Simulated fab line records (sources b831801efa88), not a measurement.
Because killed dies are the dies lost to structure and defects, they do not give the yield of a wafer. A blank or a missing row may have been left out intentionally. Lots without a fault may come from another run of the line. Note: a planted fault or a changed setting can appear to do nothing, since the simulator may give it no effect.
A struck lot beside a sound one	flow sky130	14 out of 708 route steps
Sound: these wafers, L759.1, L759.4, L759.6. Struck: wafers L754.2, L754.3, L754.6. At the end, the cause is stated.
At each step with rows: each side's tool, then ch and its chambers, then its first start. Under that, the readings that differ: sound wafers	struck wafers	difference of the means	sigmas: that difference in standard deviations of wafers without a fault.
alike: readings with means less than 2 such deviations apart, plus words and numbers identical on both sides. not compared: withheld readings, readings lacking a value on some wafer, bounds such as >300 that could conceal the same value, and numbers that have no deviation in the record and whose values overlap.
Wherever a step has rows on one side only, a row that says differs or no value, or a row with sigmas, the two part there. Numbers that have no deviation but don't overlap get no sigmas and don't part them. Lack of a reading on every wafer of one side parts them only where that side has two or more wafers.

first, 3 steps without rows for these wafers: SKY_METAL5_STRIP_17 (strips in post etch residue remover, time 1200 s); SKY_METAL5_CLEAN_18 (cleans in IPA, time 180 s); SKY_METAL5_CLEAN_19 (cleans in O3/DIW).
SKY_PASSIVATION_CVD_00: deposits SiO2, target thk 90 nm.
  sound on pecvd-03 ch 0,1,2, day 49 09:25; struck on pecvd-02 ch 1,2, day 48 08:24
  alike: heater_power_w
SKY_PASSIVATION_THK_MEAS_01:
  sound on film_metro-01 at day 49 09:26; struck on film_metro-02 at day 48 08:26
  alike: PASSIVATION_CVD_00_THK
SKY_PASSIVATION_CVD_02: deposits Si3N4, target thk 540 nm.
  sound on pecvd-02 ch 0,2, day 49 09:29; struck on pecvd-03 ch 0,1, day 48 08:29
  alike: heater_power_w
SKY_PASSIVATION_THK_MEAS_03:
  sound on film_metro-01 at day 49 09:43; struck on film_metro-01 at day 48 08:43
  alike: PASSIVATION_CVD_02_THK
then, 5 steps without rows for these wafers: SKY_PASSIVATION_DEHYDRATE_04 (time 60 s); SKY_PASSIVATION_HMDS_05 (prime time 60 s); SKY_PASSIVATION_COAT_06 (resist thk 3000 nm); SKY_PASSIVATION_SOFTBAKE_07; SKY_PASSIVATION_EXPOSE_08 (exposes mask NSM, target cd 3000 nm).
SKY_PASSIVATION_PEB_09:
  sound on litho_track-01 ch 0, day 50 01:00; struck on litho_track-04, day 49 02:00
  no value came back on the struck wafers for chill_plate_temp_C (C), exhaust_pa (Pa); on the sound wafers chill_plate_temp_C (C) reads 22.96 22.88 22.99
then, 1 step without rows for these wafers: SKY_PASSIVATION_DEVELOP_10 (develop time 60 s).

WHERE THEY PART
SKY_PASSIVATION_PEB_09 only, going by this record.

WHY: the cause the simulator had injected
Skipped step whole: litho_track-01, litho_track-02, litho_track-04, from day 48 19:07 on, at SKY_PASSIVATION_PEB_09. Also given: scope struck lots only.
